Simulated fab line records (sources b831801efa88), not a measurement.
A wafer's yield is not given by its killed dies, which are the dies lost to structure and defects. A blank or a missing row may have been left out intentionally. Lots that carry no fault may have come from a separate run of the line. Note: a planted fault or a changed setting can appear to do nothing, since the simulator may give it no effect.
Matching of chambers | flow sky130 | SKY_CAPM_CVD_00 on pecvd-01: 3 sister chambers
The step deposits SiO2, target thk 15.5 nm. 14 wafers are shown with their chamber, then 6 later ones without.

== WAFERS, EACH WITH ITS CHAMBER ==
wafer  | chamber | heaterPowerW (W)
L519.1 | 2       | 704
L519.2 | 1       | 799
L519.6 | 1       | 797
L521.1 | 1       | 909
L521.4 | 1       | 879
L521.6 | 0       | 640
L526.3 | 2       | 627
L526.4 | 1       | 859
L526.6 | 2       | 639
L527.1 | 2       | 756
L527.4 | 2       | 717
L530.1 | 2       | 609
L530.2 | 1       | 845
L530.5 | 1       | 835

SIGNATURES (means of the wafers above)
reading      | chamber 0 | chamber 1 | chamber 2 | scatter within a chamber
heaterPowerW | 640.00    | 846.14    | 675.33    | 49.6
Rule: a wafer's distance from a chamber is the root of the sum, over the readings, of the square of ((its reading less the chamber's mean) divided by the reading's scatter). The wafer belongs to the nearest chamber; if the next one is less than 2 further off, it can't be placed. The scatter is the square root of a quotient: the sum, over the shown wafers, of each reading's squared deviation from its chamber's mean, divided by wafers minus chambers.

== WAFERS WITHOUT THEIR CHAMBER ==
wafer  | heaterPowerW (W)
L534.2 | 665
L534.3 | 758
L534.4 | 696
L537.2 | 800
L537.3 | 748
L537.4 | 830

== WHICH CHAMBER EACH ONE RAN IN ==
wafer  | from the rows above          | in truth
L534.2 | can't be placed: 2 or 0      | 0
L534.3 | can't be placed: 2 or 1 or 0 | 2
L534.4 | can't be placed: 2 or 0      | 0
L537.2 | can't be placed: 1 or 2      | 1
L537.3 | can't be placed: 2 or 1 or 0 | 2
L537.4 | 1                            | 1
Placed correctly: 1 of 6. These rows do not allow placing 5 (true chamber among the candidates in 5). Placed wrongly: 0.
